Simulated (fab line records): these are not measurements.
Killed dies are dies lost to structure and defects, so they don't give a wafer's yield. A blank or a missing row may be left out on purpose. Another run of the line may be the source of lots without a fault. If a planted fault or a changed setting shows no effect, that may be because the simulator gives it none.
What tool caused it? -- flow sky130 -- 12 lots with 36 wafers sampled at 3 steps, on a route of 708 steps

WHAT THE GAUGES SHOWED, per wafer
SKY_FIELD_ISO_CD_MEAS_13: the cd target is 150 nm.
lot,measured,on,cd-nm (nm)
L436,day 2 05:49,cd-sem-01,147.6 149.3 148.5
L438,day 2 14:50,cd-sem-02,151.0 151.2 150.6
L439,day 2 19:53,cd-sem-01,152.1 150.2 151.6
L440,day 3 03:07,cd-sem-01,149.7 147.8 149.1
L442,day 3 12:37,cd-sem-01,153.6 154.0 153.4
L443,day 3 18:45,cd-sem-01,149.2 149.7 148.6
L444,day 3 22:42,cd-sem-01,149.0 149.1 149.7
L445,day 4 04:15,cd-sem-02,150.6 151.9 151.0
L447,day 4 14:13,cd-sem-02,150.4 150.0 149.5
L448,day 4 19:50,cd-sem-02,149.2 148.2 148.3
L449,day 5 01:11,cd-sem-01,150.5 150.6 149.8
L450,day 5 06:47,cd-sem-01,150.7 150.1 149.9

SKY_NWELL_TW_MEAS_26.
lot,measured,on,NWELL_2_TW
L436,day 5 08:13,film-metro-02,497 499 497
L438,day 5 20:11,film-metro-04,507 508 506
L439,day 5 23:17,film-metro-01,501 502 497
L440,day 6 05:52,film-metro-01,501 498 499
L442,day 6 19:19,film-metro-02,497 501 498
L443,day 7 04:50,film-metro-02,497 499 498
L444,day 7 08:19,film-metro-04,511 509 509
L445,day 7 15:13,film-metro-02,500 497 500
L447,day 7 23:13,film-metro-01,961 956 958
L448,day 8 07:24,film-metro-01,959 962 956
L449,day 8 15:24,film-metro-02,946 951 951
L450,day 8 23:35,film-metro-04,975 978 979

TOOL THAT RAN EACH LOT (tool first, then ch and the chambers of the sampled wafers, then the start)
lot,SKY_NWELL_IMPLANT_24
L436,"implanter-01 ch 0, day 5 07:58"
L438,"implanter-03 ch 0, day 5 16:10"
L439,"implanter-02 ch 0, day 5 23:02"
L440,"implanter-03 ch 0, day 6 05:38"
L442,"implanter-03 ch 0, day 6 19:04"
L443,"implanter-02 ch 0, day 7 04:37"
L444,"implanter-03 ch 0, day 7 08:06"
L445,"implanter-01 ch 0, day 7 14:58"
L447,"implanter-03 ch 0, day 7 22:58"
L448,"implanter-02 ch 0, day 8 07:11"
L449,"implanter-02 ch 0, day 8 15:11"
L450,"implanter-03 ch 0, day 8 23:21"
- SKY_NWELL_IMPLANT_24

AS READ BY THE TOOLS THEMSELVES (means over the sampled wafers that have a number; for cases with no such wafer, the mark the record gives instead)
SKY_NWELL_IMPLANT_24.
lot,tool,beam-on-s (s)
L436,implanter-01,9.93
L438,implanter-03,10.17
L439,implanter-02,10.02
L440,implanter-03,10.20
L442,implanter-03,10.20
L443,implanter-02,9.95
L444,implanter-03,9.98
L445,implanter-01,9.96
L447,implanter-03,10.11
L448,implanter-02,9.85
L449,implanter-02,9.99
L450,implanter-03,10.07

THE ANSWER, worked out from the rows above alone
Rule: the usual values come from the lots themselves. Put in order of their means at a reading, lots are off if they are a third of the lots or fewer, leave a main group of 4 or more, and stand apart from it by a gap of 3 or more times the standard deviation of the main group's means; of several such gaps the widest counts. If all means in a main group match to the digits the tables above print for the reading, that group is not used. A lot without any number at a reading at which 4 lots or more have one is off too. Any other lot the step has rows for is counted as sound. First the gauges in route order, then the tools' own readings, where a lot's mean is used as printed above. The first step at which some lot is off is used, and at that step the reading that is off furthest; a lot without a number counts as furthest.
Off: L447, L448, L449, L450, seen at SKY_NWELL_TW_MEAS_26 (NWELL_2_TW). Mean 501 and standard deviation 4.2 in the main group.
If a tool, at a process step before that reading, ran all the lots that are off and no sound lot after the first of them, it fits. Those tools and the gauges at SKY_NWELL_TW_MEAS_26 are tried in the same way. No candidate that was tried fits.

WHAT THE SIMULATOR PUT IN
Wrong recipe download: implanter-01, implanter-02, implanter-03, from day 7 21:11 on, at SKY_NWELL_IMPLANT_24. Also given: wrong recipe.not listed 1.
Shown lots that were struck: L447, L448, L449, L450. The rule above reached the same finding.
